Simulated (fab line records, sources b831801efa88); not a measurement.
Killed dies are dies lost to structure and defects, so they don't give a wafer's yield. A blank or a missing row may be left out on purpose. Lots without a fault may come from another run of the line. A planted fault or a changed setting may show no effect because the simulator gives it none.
Which tool did it? | flow sky130 | 14 lots, 42 wafers sampled, at 7 steps of a route of 708

WHAT THE GAUGES READ, wafer by wafer
SKY_POLY_GATE_THK_MEAS_01.
lot  | measured     | on            | POLY_GATE_CVD_00_THK (nm)
L891 | day 14 00:08 | film_metro-01 | 180.7 181.5 181.8
L892 | day 14 05:44 | film_metro-03 | 180.8 181.4 179.7
L893 | day 14 15:56 | film_metro-04 | 179.3 179.6 179.8
L895 | day 15 10:35 | film_metro-03 | 180.8 180.4 181.9
L897 | day 15 19:44 | film_metro-03 | 179.8 180.7 180.5
L899 | day 17 09:26 | film_metro-01 | 182.4 181.5 181.7
L905 | day 19 01:23 | film_metro-03 | 178.4 179.1 178.6
L906 | day 19 01:23 | film_metro-04 | 180.9 180.6 181.3
L908 | day 19 21:56 | film_metro-03 | 182.1 182.4 182.8
L911 | day 20 22:19 | film_metro-04 | 180.9 182.5 182.3
L912 | day 21 06:23 | film_metro-03 | 181.2 180.5 182.1
L910 | day 21 06:23 | film_metro-04 | 180.0 178.8 179.2
L913 | day 21 15:22 | film_metro-01 | 179.1 180.9 182.4
L914 | day 21 23:54 | film_metro-03 | 180.5 181.9 180.9

SKY_LDD_P_CD_MEAS_07: target cd 380 nm.
lot  | measured     | on        | cd_nm (nm)
L891 | day 18 22:52 | cd_sem-02 | 382.4 380.2 381.9
L892 | day 19 05:28 | cd_sem-02 | 382.1 384.2 382.9
L893 | day 19 20:02 | cd_sem-01 | 383.0 381.7 381.5
L895 | day 20 17:28 | cd_sem-01 | 379.4 381.1 378.9
L897 | day 21 02:34 | cd_sem-01 | 380.4 381.4 380.6
L899 | day 22 17:08 | cd_sem-02 | 383.6 378.6 379.3
L905 | day 24 09:06 | cd_sem-02 | - - -
L906 | day 24 10:04 | cd_sem-02 | - - -
L908 | day 25 07:16 | cd_sem-01 | 379.5 376.4 376.9
L911 | day 26 03:23 | cd_sem-01 | 375.2 379.1 376.2
L912 | day 26 10:13 | cd_sem-02 | 380.9 380.1 380.9
L910 | day 26 11:25 | cd_sem-01 | 384.8 381.3 385.6
L913 | day 26 19:04 | cd_sem-01 | 378.3 376.2 376.3
L914 | day 27 03:28 | cd_sem-02 | 377.2 377.2 378.7

SKY_LDD_HVN_TW_MEAS_10.
lot  | measured     | on            | LDD_HVN_TW
L891 | day 20 05:51 | film_metro-03 | 1428 1435 1434
L892 | day 20 13:19 | film_metro-04 | 1448 1454 1442
L893 | day 21 03:54 | film_metro-01 | 1425 1423 1414
L895 | day 22 00:28 | film_metro-03 | 1435 1444 1432
L897 | day 22 09:54 | film_metro-04 | 1442 1442 1444
L899 | day 23 23:39 | film_metro-04 | 1451 1451 1448
L905 | day 25 14:04 | film_metro-01 | 1467 1474 1456
L906 | day 25 15:55 | film_metro-03 | 1465 1475 1466
L908 | day 26 13:19 | film_metro-03 | 1438 1439 1436
L911 | day 27 09:16 | film_metro-01 | 1433 1425 1430
L912 | day 27 15:33 | film_metro-01 | 1437 1428 1421
L910 | day 27 15:51 | film_metro-03 | 1438 1431 1443
L913 | day 28 00:16 | film_metro-01 | 1441 1435 1441
L914 | day 28 08:57 | film_metro-01 | 1440 1448 1430

SKY_LDD_HVP_TW_MEAS_10.
lot  | measured     | on            | LDD_HVP_TW
L891 | day 21 12:43 | film_metro-02 | 464 462 461
L892 | day 21 20:09 | film_metro-03 | 453 458 455
L893 | day 22 10:32 | film_metro-01 | 450 455 452
L895 | day 23 07:12 | film_metro-01 | 458 455 452
L897 | day 23 15:51 | film_metro-03 | 458 460 460
L899 | day 25 06:03 | film_metro-02 | 462 464 461
L905 | day 26 19:22 | film_metro-03 | 694 699 694
L906 | day 26 20:56 | film_metro-03 | 692 695 698
L908 | day 27 17:55 | film_metro-02 | 464 464 462
L911 | day 28 12:40 | film_metro-01 | 461 461 458
L912 | day 28 19:56 | film_metro-03 | 455 455 454
L910 | day 28 20:15 | film_metro-01 | 459 456 456
L913 | day 29 04:21 | film_metro-03 | 455 455 455
L914 | day 29 13:33 | film_metro-03 | 454 455 455

WHICH TOOL RAN EACH LOT (tool, then ch and the chambers of the sampled wafers, then the start)
lot  | SKY_SONOS_ONO_ETCH_15              | SKY_LDD_P_COAT_02                 | SKY_LDD_HVP_STRIP_09
L891 | rie_diel-01 ch 0,2,3, day 12 12:16 | litho_track-02 ch 0, day 18 07:32 | plasma_asher-04 ch 0,1, day 21 12:37
L892 | rie_diel-02 ch 1,3, day 12 21:19   | litho_track-02 ch 0, day 18 13:44 | plasma_asher-04 ch 1, day 21 20:03
L893 | rie_diel-03 ch 1,2,3, day 13 07:07 | litho_track-04 ch 0, day 19 04:38 | plasma_asher-04 ch 0,1, day 22 10:26
L895 | rie_diel-01 ch 0,2,3, day 14 00:52 | litho_track-01 ch 0, day 20 01:31 | plasma_asher-04 ch 0,1, day 23 07:06
L897 | rie_diel-03 ch 1,2, day 14 10:16   | litho_track-04 ch 0, day 20 11:13 | plasma_asher-01 ch 0,1, day 23 15:45
L899 | rie_diel-03 ch 1,2,3, day 15 22:19 | litho_track-04 ch 0, day 22 01:13 | plasma_asher-02 ch 0,1, day 25 05:57
L905 | rie_diel-03 ch 0,1,2, day 17 12:19 | litho_track-01, day 23 17:19      | plasma_asher-02 ch 0,1, day 26 19:17
L906 | rie_diel-02 ch 0,1,3, day 17 13:16 | litho_track-04, day 23 18:43      | plasma_asher-01 ch 0,1, day 26 20:52
L908 | rie_diel-03 ch 0,3, day 18 08:13   | litho_track-04 ch 0, day 24 16:17 | plasma_asher-04 ch 0,1, day 27 17:48
L911 | rie_diel-01 ch 0,1, day 19 10:16   | litho_track-04 ch 0, day 25 12:50 | plasma_asher-01 ch 0,1, day 28 12:33
L912 | rie_diel-02 ch 1,2,3, day 19 15:46 | litho_track-04 ch 0, day 25 19:07 | plasma_asher-02 ch 0,1, day 28 19:50
L910 | rie_diel-01 ch 0,1,2, day 19 18:01 | litho_track-02 ch 0, day 25 21:05 | plasma_asher-04 ch 0,1, day 28 20:09
L913 | rie_diel-02 ch 0,1,3, day 20 02:52 | litho_track-01 ch 0, day 26 04:01 | plasma_asher-02 ch 0,1, day 29 04:15
L914 | rie_diel-03 ch 0,2,3, day 20 12:34 | litho_track-04 ch 0, day 26 13:07 | plasma_asher-01 ch 1, day 29 13:27
- SKY_SONOS_ONO_ETCH_15: etches the open film in CHF3/O2, target depth 19.52 nm, time 7.8 s.
- SKY_LDD_P_COAT_02: resist thk 1140 nm.
- SKY_LDD_HVP_STRIP_09: strips in O2/N2.

WHAT THE TOOLS THEMSELVES READ (means of the sampled wafers that have a number; where no wafer has one, the mark that the record gives instead)
SKY_SONOS_ONO_ETCH_15.
lot  | tool        | drypump_motor_current_A (A) | oes_product_au (a.u.) | throttle_valve_pct (%)
L891 | rie_diel-01 | 5.9                         | 1.002                 | 8.827
L892 | rie_diel-02 | 4.8                         | 1.004                 | 8.821
L893 | rie_diel-03 | 5.9                         | 0.994                 | 8.832
L895 | rie_diel-01 | 6.0                         | 0.995                 | 8.827
L897 | rie_diel-03 | 6.1                         | 0.988                 | 8.832
L899 | rie_diel-03 | 5.9                         | 0.994                 | 8.830
L905 | rie_diel-03 | 6.1                         | 0.987                 | 8.823
L906 | rie_diel-02 | 4.9                         | 0.998                 | 8.822
L908 | rie_diel-03 | 5.5                         | 0.987                 | 8.822
L911 | rie_diel-01 | 5.4                         | 0.996                 | 8.819
L912 | rie_diel-02 | 5.4                         | 0.997                 | 8.836
L910 | rie_diel-01 | 5.9                         | 0.985                 | 8.811
L913 | rie_diel-02 | 4.9                         | 1.007                 | 8.825
L914 | rie_diel-03 | 5.9                         | 0.995                 | 8.820

SKY_LDD_P_COAT_02.
lot  | tool           | chill_plate_temp_C (C) | dispense_pressure_kPa (kPa) | resist_line_temp_C (C)
L891 | litho_track-02 | 23.04                  | 48.8                        | 23.03
L892 | litho_track-02 | 22.97                  | 48.9                        | 23.06
L893 | litho_track-04 | 22.95                  | 51.6                        | 23.10
L895 | litho_track-01 | 22.93                  | 50.2                        | 22.98
L897 | litho_track-04 | 23.11                  | 51.6                        | 23.00
L899 | litho_track-04 | 23.07                  | 51.6                        | 22.99
L905 | litho_track-01 | -                      | -                           | -
L906 | litho_track-04 | -                      | -                           | -
L908 | litho_track-04 | 23.00                  | 51.6                        | 23.02
L911 | litho_track-04 | 23.05                  | 51.6                        | 23.04
L912 | litho_track-04 | 23.03                  | 51.6                        | 23.01
L910 | litho_track-02 | 23.06                  | 48.9                        | 23.04
L913 | litho_track-01 | 23.05                  | 50.2                        | 23.08
L914 | litho_track-04 | 22.98                  | 51.6                        | 23.01

SKY_LDD_HVP_STRIP_09.
lot  | tool            | drypump_motor_current_A (A) | oes_product_au (a.u.) | strip_time_to_endpoint_s (s)
L891 | plasma_asher-04 | 6.0                         | 0.405                 | 4.149
L892 | plasma_asher-04 | 5.9                         | 0.403                 | 4.119
L893 | plasma_asher-04 | 5.9                         | 0.408                 | 4.134
L895 | plasma_asher-04 | 6.0                         | 0.407                 | 4.135
L897 | plasma_asher-01 | 6.1                         | 0.407                 | 4.128
L899 | plasma_asher-02 | 5.1                         | 0.410                 | 4.132
L905 | plasma_asher-02 | 5.5                         | 0.409                 | 4.130
L906 | plasma_asher-01 | 6.1                         | 0.414                 | 4.124
L908 | plasma_asher-04 | 5.9                         | 0.408                 | 4.127
L911 | plasma_asher-01 | 6.1                         | 0.412                 | 4.130
L912 | plasma_asher-02 | 5.1                         | 0.406                 | 4.150
L910 | plasma_asher-04 | 5.9                         | 0.409                 | 4.113
L913 | plasma_asher-02 | 5.1                         | 0.409                 | 4.128
L914 | plasma_asher-01 | 5.6                         | 0.407                 | 4.138

THE ANSWER, worked out from the rows above alone
Rule: what is usual is taken from the lots themselves. Put in order of their means at a reading, lots are off if they are a third of the lots or fewer, leave a main group of 4 or more, and stand apart from it by a gap of 3 or more times the standard deviation of the main group's means; of several such gaps the widest counts. A main group whose means are all the same, to the digits that the tables above print for the reading, isn't used. A lot without any number at a reading at which 4 lots or more have one is off too. The other lots that the step has rows for count as sound. The gauges are gone through in route order, then the tools' own readings, and for those a lot's mean is taken as printed above. The first step at which some lot is off is used, and at that step the reading that is off furthest; a lot without a number counts as furthest.
Off: L905, L906, at SKY_LDD_P_CD_MEAS_07 (cd_nm). Without a number there: L905, L906. The main group: mean 380.1 nm, standard deviation 2.3.
A tool fits if, at a process step before that reading, it ran every lot that is off, and no sound lot after the first of them. The gauges at SKY_LDD_P_CD_MEAS_07 aren't tried: what is off there is off at SKY_LDD_HVP_TW_MEAS_10 too, on other tools, and a gauge's error can't cause that. None of those tried fits.

WHAT THE SIMULATOR HAD PUT IN
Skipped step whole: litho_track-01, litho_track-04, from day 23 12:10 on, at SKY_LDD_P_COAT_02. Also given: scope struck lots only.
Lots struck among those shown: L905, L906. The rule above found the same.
